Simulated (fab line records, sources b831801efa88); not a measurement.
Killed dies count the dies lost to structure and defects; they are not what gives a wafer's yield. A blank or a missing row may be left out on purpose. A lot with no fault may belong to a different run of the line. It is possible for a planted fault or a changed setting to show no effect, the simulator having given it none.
fab line records + flow sky130
record:
- lots: 7
- wafers: 21
- lastDay: 50
route steps=708 shown SONOS_TUNNEL@157 SONOS_ONO@168 PAD_OPEN@708
lots untouched by any fault: they come from a run of this same line in which no faults occurred
startH: the number of hours between the record's first day and the start of the first shown wafer of the lot + waitH: how many hours have passed since the lot's step before this one + " the same as in the row above + L1.1+2: a single row standing in for several wafers + - value missing, or start not given + * or withheld: withheld + < > ~ a bound
route shown NAME@n: a module of which the file shows steps, and the number in the route of the first + usual: mean and standard deviation over wafers with no fault + same: alike in all rows + chamber/n: place in a boat + sites: per-site readings + _std_site: standard deviation of those values + _edge_site: inner sites' mean taken away from outer sites' mean + radiusMm: how far each site lies from the wafer's centre + mask NAME#n: copy n + behind: the tool/chamber that last shaped the wafer + hold: reason for holding the lot/hours on hold/outcome of the hold + device: whichever transistor did not switch (one of n, p or np) + end of line: the same wafers' tests at the end of the route + a step with no rows: only its recipe + killed: at the first sort, the dies lost to defects and structure; wafer yield is something else + map: a wafer's dies, x killed, . not, _ none there
set.NAME: the run value of the setting; set.NAME@STEP: its run value at that earlier step + model.NAME: the simulator's own value behind a step, which no gauge read
lots at selected steps of the route; one table per step, one row per wafer
== steps ==
step: SKY_SONOS_TUNNEL_SOFTBAKE_03
recipe:
- tempC: 90
- timeS: 60
- resist: NOVOLAK
step: SKY_SONOS_TUNNEL_EXPOSE_04
recipe:
- maskId: TUNM
- na: 0.6
- sourceShape: conventional
- sigmaOuter: 0.6
- polarization: unpolarized
- targetCdNm: 410
- doseMj: 136
step: SKY_SONOS_TUNNEL_PEB_05
recipe:
- tempC: withheld
- timeS: *
- resist: NOVOLAK
step: SKY_SONOS_TUNNEL_DEVELOP_06
recipe:
- resist: NOVOLAK
- developer: TMAH
- developTimeS: 60
- devTempC: 23
step: SKY_SONOS_TUNNEL_CD_MEAS_07
recipe:
- targetCdNm: 410
usual:
- cdNm: 409.7/2.4
| lot.wafer | tool     | chamber | startH | waitH | cdNm  |
|-----------|----------|---------|--------|-------|-------|
| L314.1    | cdSem-02 | -       | 250.09 | 0.1   | 406.7 |
| L314.3    | "        | -       | "      | "     | 407.1 |
| L314.4    | "        | -       | "      | "     | 407.2 |
| L315.1    | cdSem-02 | -       | 266.44 | 0.2   | 409.9 |
| L315.2    | "        | -       | "      | "     | 412.0 |
| L315.4    | "        | -       | "      | "     | 410.0 |
| L321.3    | cdSem-01 | -       | 304.13 | 0.1   | 407.0 |
| L321.4    | "        | -       | "      | "     | 409.9 |
| L321.6    | "        | -       | "      | "     | 407.7 |
| L322.2    | cdSem-02 | -       | 310.03 | 0.1   | 410.0 |
| L322.3    | "        | -       | "      | "     | 413.3 |
| L322.4    | "        | -       | "      | "     | 410.5 |
| L325.2    | cdSem-01 | -       | 338.58 | 0.1   | 408.0 |
| L325.5    | "        | -       | "      | "     | 407.0 |
| L325.6    | "        | -       | "      | "     | 406.7 |
| L332.2    | cdSem-01 | -       | 393.21 | 0.1   | 411.7 |
| L332.4    | "        | -       | "      | "     | 411.1 |
| L332.6    | "        | -       | "      | "     | 411.7 |
| L335.2    | cdSem-01 | -       | 421.66 | 0.1   | 407.5 |
| L335.3    | "        | -       | "      | "     | 408.8 |
| L335.6    | "        | -       | "      | "     | 407.9 |
step: SKY_SONOS_TUNNEL_OVL_MEAS_08
usual:
- SONOS_TUNNEL_OVL: -1.5/1.6
| lot.wafer | tool       | chamber | startH | waitH | SONOS_TUNNEL_OVL[nm] |
|-----------|------------|---------|--------|-------|----------------------|
| L314.1    | overlay-02 | -       | 250.21 | 0.1   | -2.5                 |
| L314.3    | "          | -       | "      | "     | -2.4                 |
| L314.4    | "          | -       | "      | "     | -4.2                 |
| L315.1    | overlay-01 | -       | 266.56 | 0.1   | -0.2                 |
| L315.2    | "          | -       | "      | "     | -1.9                 |
| L315.4    | "          | -       | "      | "     | -0.8                 |
| L321.3    | overlay-02 | -       | 304.22 | 0.1   | -1.0                 |
| L321.4    | "          | -       | "      | "     | -0.4                 |
| L321.6    | "          | -       | "      | "     | 0.2                  |
| L322.2    | overlay-02 | -       | 310.13 | 0.1   | -3.3                 |
| L322.3    | "          | -       | "      | "     | -3.6                 |
| L322.4    | "          | -       | "      | "     | -0.1                 |
| L325.2    | overlay-01 | -       | 338.68 | 0.1   | -4.3                 |
| L325.5    | "          | -       | "      | "     | -1.9                 |
| L325.6    | "          | -       | "      | "     | -2.0                 |
| L332.2    | overlay-02 | -       | 393.32 | 0.1   | -3.2                 |
| L332.4    | "          | -       | "      | "     | -1.0                 |
| L332.6    | "          | -       | "      | "     | -2.1                 |
| L335.2    | overlay-02 | -       | 421.77 | 0.1   | -1.1                 |
| L335.3    | "          | -       | "      | "     | -2.9                 |
| L335.6    | "          | -       | "      | "     | -2.2                 |
step: SKY_SONOS_TUNNEL_IMPLANT_09
recipe:
- species: B
- energyKev: 20
- doseCm2: 1e+12
- tiltDeg: withheld
step: SKY_SONOS_TUNNEL_WET_ETCH_10
recipe:
- chemistry: dHF
- targetDepthNm: 14
- target: SiO2
- dilution: 100:1
- tempC: 25
- timeS: 280
step: SKY_SONOS_TUNNEL_STRIP_11
recipe:
- chemistry: SPM
- timeS: 600
- tempC: 130
step: SKY_SONOS_TUNNEL_TW_MEAS_12
usual:
- SONOS_TUNNEL_TW: 199.0/1.6
| lot.wafer | tool         | chamber | startH | waitH | SONOS_TUNNEL_TW |
|-----------|--------------|---------|--------|-------|-----------------|
| L314.1    | filmMetro-03 | -       | 250.66 | 0.0   | 198.0           |
| L314.3    | "            | -       | "      | "     | 197.1           |
| L314.4    | "            | -       | "      | "     | 197.4           |
| L315.1    | filmMetro-03 | -       | 267.20 | 0.0   | 199.1           |
| L315.2    | "            | -       | "      | "     | 199.3           |
| L315.4    | "            | -       | "      | "     | 199.8           |
| L321.3    | filmMetro-02 | -       | 304.69 | 0.0   | 200.1           |
| L321.4    | "            | -       | "      | "     | 200.4           |
| L321.6    | "            | -       | "      | "     | 200.6           |
| L322.2    | filmMetro-02 | -       | 310.62 | 0.0   | 200.7           |
| L322.3    | "            | -       | "      | "     | 199.5           |
| L322.4    | "            | -       | "      | "     | 199.7           |
| L325.2    | filmMetro-03 | -       | 339.14 | 0.0   | 197.7           |
| L325.5    | "            | -       | "      | "     | 197.4           |
| L325.6    | "            | -       | "      | "     | 198.2           |
| L332.2    | filmMetro-03 | -       | 393.77 | 0.0   | 198.5           |
| L332.4    | "            | -       | "      | "     | 198.4           |
| L332.6    | "            | -       | "      | "     | 199.2           |
| L335.2    | filmMetro-01 | -       | 422.23 | 0.0   | 198.8           |
| L335.3    | "            | -       | "      | "     | 200.1           |
| L335.6    | "            | -       | "      | "     | 198.9           |
step: SKY_SONOS_TUNNEL_CLEAN_13
recipe:
- chemistry: dHF
- timeS: 20
- dilution: 100:1
- dry: ipaMarangoni
step: SKY_SONOS_ONO_OXIDATION_00
recipe:
- tempC: 800
- ambient: O2
- idleTempC: 700
- rampUpCPerMin: 10
- rampDownCPerMin: 3
- stabiliseS: 600
- purgeS: 300
- targetThkA: 26
- oxTimeS: 1249
step: SKY_SONOS_ONO_THK_MEAS_01
recipe:
- reads: SiO2_of_SONOS_ONO_OXIDATION_00
usual:
- SONOS_ONO_OXIDATION_THK: 2.61/0.053
| lot.wafer | tool         | chamber | startH | waitH | hold                    | SONOS_ONO_OXIDATION_THK[nm] |
|-----------|--------------|---------|--------|-------|-------------------------|-----------------------------|
| L314.1    | filmMetro-01 | -       | 252.98 | 0.0   | -                       | 2.57                        |
| L314.3    | "            | -       | "      | "     | -                       | 2.64                        |
| L314.4    | "            | -       | "      | "     | -                       | 2.62                        |
| L315.1    | filmMetro-04 | -       | 270.95 | 0.0   | -                       | 2.60                        |
| L315.2    | "            | -       | "      | "     | -                       | 2.62                        |
| L315.4    | "            | -       | "      | "     | -                       | 2.59                        |
| L321.3    | filmMetro-04 | -       | 307.32 | 0.0   | awaitDispo/0.2h/release | 5.97                        |
| L321.4    | "            | -       | "      | "     | awaitDispo/0.2h/release | 5.99                        |
| L321.6    | "            | -       | "      | "     | awaitDispo/0.2h/release | 5.96                        |
| L321.3    | filmMetro-04 | -       | 307.55 | 0.2   | -                       | 5.94                        |
| L321.4    | "            | -       | "      | "     | -                       | 5.93                        |
| L321.6    | "            | -       | "      | "     | -                       | 5.96                        |
| L322.2    | filmMetro-04 | -       | 314.61 | 0.0   | awaitDispo/0.2h/release | 5.90                        |
| L322.3    | "            | -       | "      | "     | awaitDispo/0.2h/release | 5.87                        |
| L322.4    | "            | -       | "      | "     | awaitDispo/0.2h/release | 5.92                        |
| L322.2    | filmMetro-04 | -       | 314.84 | 0.2   | -                       | 5.87                        |
| L322.3    | "            | -       | "      | "     | -                       | 5.91                        |
| L322.4    | "            | -       | "      | "     | -                       | 5.87                        |
| L325.2    | filmMetro-04 | -       | 340.56 | 0.0   | awaitDispo/0.2h/release | 5.93                        |
| L325.5    | "            | -       | "      | "     | awaitDispo/0.2h/release | 5.87                        |
| L325.6    | "            | -       | "      | "     | awaitDispo/0.2h/release | 5.87                        |
| L325.2    | filmMetro-04 | -       | 340.78 | 0.2   | -                       | 5.89                        |
| L325.5    | "            | -       | "      | "     | -                       | 5.84                        |
| L325.6    | "            | -       | "      | "     | -                       | 5.92                        |
| L332.2    | filmMetro-03 | -       | 395.71 | 0.0   | -                       | 2.62                        |
| L332.4    | "            | -       | "      | "     | -                       | 2.60                        |
| L332.6    | "            | -       | "      | "     | -                       | 2.58                        |
| L335.2    | filmMetro-01 | -       | 423.65 | 0.0   | -                       | 2.65                        |
| L335.3    | "            | -       | "      | "     | -                       | 2.54                        |
| L335.6    | "            | -       | "      | "     | -                       | 2.56                        |
step: SKY_PAD_OPEN_PROBE_99
usual:
- defectLimitedYield: 82.5/1.9
- killed_at_M0_to_M3: 43/7.6
- killed_at_M4_up: 2.9/1.7
- killedAtContacts: 24/5.5
- killedAtFrontEnd: 15/4.2
- killedAtOther: 0.3/0.52
- killedDies: 86/9.4
- killedOpen: 47/7
- killedShort: 39/6.4
- sort_bin_3_pad_short: 0.9/0.4
- sort_bin_5_function: 10.3/1.6
- sort_bin_6_memory: 6.2/1.1
- sortNPass: 406/9.4
- sortYieldPct: 82.5/1.9
same:
- grossDies: 492
- killedAtBackSide: 0
- sort_bin_4_leakage[%]: 0
- sort_bin_8_speed[%]: 0
| lot.wafer | tool      | chamber | startH  | waitH | defectLimitedYield[%] | killed_at_M0_to_M3 | killed_at_M4_up | killedAtContacts | killedAtFrontEnd | killedAtOther | killedDies | killedOpen | killedShort | sort_bin_3_pad_short[%] | sort_bin_5_function[%] | sort_bin_6_memory[%] | sortNPass | sortYieldPct[%] |
|-----------|-----------|---------|---------|-------|-----------------------|--------------------|-----------------|------------------|------------------|---------------|------------|------------|-------------|-------------------------|------------------------|----------------------|-----------|-----------------|
| L314.1    | prober-01 | -       | 1076.27 | 0.1   | 85.0                  | 26                 | 3               | 28               | 17               | 0             | 74         | 37         | 35          | 0.6                     | 8.1                    | 6.3                  | 418       | 85.0            |
| L314.3    | prober-01 | -       | 1076.37 | 0.2   | 80.3                  | 51                 | 2               | 31               | 13               | 0             | 97         | 51         | 46          | 0.4                     | 11.2                   | 8.1                  | 395       | 80.3            |
| L314.4    | prober-01 | -       | 1076.42 | 0.2   | 84.6                  | 44                 | 3               | 20               | 9                | 0             | 76         | 42         | 34          | 0.8                     | 9.1                    | 5.5                  | 416       | 84.6            |
| L335.2    | prober-01 | -       | 1192.15 | 0.1   | 80.9                  | 52                 | 4               | 30               | 8                | 0             | 94         | 46         | 48          | 1.6                     | 11.2                   | 6.3                  | 398       | 80.9            |
| L335.3    | prober-01 | -       | 1192.20 | 0.2   | 83.5                  | 35                 | 1               | 26               | 19               | 0             | 81         | 39         | 42          | 0.6                     | 11.0                   | 4.9                  | 411       | 83.5            |
| L335.6    | prober-01 | -       | 1192.35 | 0.2   | 82.3                  | 44                 | 8               | 18               | 16               | 1             | 87         | 38         | 49          | 1.2                     | 11.2                   | 5.3                  | 405       | 82.3            |
killed by level:class
L314.1 LI_CONTACT:geometricParticle:open=9 CONTACT:geometricParticle:open=9 VIA3:geometricParticle:short=6 FIELD_ISO:geometricParticle:open=5 METAL1:geometricParticle:short=5 LOCAL_INTERCONNECT:geometricParticle:short=4 FIELD_ISO:geometricParticle:short=3 POLY_GATE:geometricParticle:short=3
L314.3 VIA1:geometricParticle:open=14 LOCAL_INTERCONNECT:geometricParticle:short=8 CONTACT:geometricParticle:open=8 METAL1:geometricParticle:short=8 LI_CONTACT:geometricParticle:open=7 VIA3:geometricParticle:open=6 VIA2:geometricParticle:open=5 CONTACT:geometricParticle:short=5
L314.4 VIA1:geometricParticle:open=9 CONTACT:geometricParticle:open=7 VIA1:geometricParticle:short=7 VIA3:geometricParticle:open=6 METAL2:geometricParticle:short=6 FIELD_ISO:geometricParticle:open=5 LI_CONTACT:geometricParticle:open=4 CONTACT:geometricParticle:short=4
L335.2 VIA3:geometricParticle:open=11 CONTACT:geometricParticle:open=9 LOCAL_INTERCONNECT:geometricParticle:short=8 VIA1:geometricParticle:open=7 METAL2:geometricParticle:short=6 VIA2:geometricParticle:open=6 VIA3:geometricParticle:short=5 FIELD_ISO:geometricParticle:short=4
L335.3 CONTACT:geometricParticle:open=8 METAL2:geometricParticle:short=8 LOCAL_INTERCONNECT:geometricParticle:short=7 VIA3:geometricParticle:open=7 FIELD_ISO:geometricParticle:short=6 FIELD_ISO:geometricParticle:open=6 LI_CONTACT:geometricParticle:open=5 VIA2:geometricParticle:open=5
L335.6 METAL2:geometricParticle:short=8 VIA3:geometricParticle:open=7 METAL1:geometricParticle:short=6 CONTACT:geometricParticle:short=5 METAL4:geometricParticle:short=5 POLY_GATE:geometricParticle:short=4 POLY_GATE:geometricParticle:open=4 VIA1:geometricParticle:open=4
== key ==
firstSign:
- step: SKY_SONOS_ONO_THK_MEAS_01
- reading: visit
- direction: added
effect:
- step: SKY_SONOS_ONO_THK_MEAS_01
- reading: SONOS_ONO_OXIDATION_THK
- direction: up
- sigmas: 63
- usual: 2.61
- struck: 5.92
metAt SKY_SONOS_ONO_THK_MEAS_01
struckWafers L321.3,L321.4,L321.6,L322.2,L322.3,L322.4,L325.2,L325.5,L325.6
scrappedBehind SKY_SONOS_ONO_THK_MEAS_01 L321.3,L321.4,L321.6,L322.2,L322.3,L322.4,L325.2,L325.5,L325.6
onsetBetween 270.95 307.32
fault:
- kind: metrologyMatchingOffset
- tool: filmMetro-04
- chamber: -
- onsetH: 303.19
- steps: SKY_SONOS_ONO_THK_MEAS_01
- param: thkNm
- offset: 3.2554
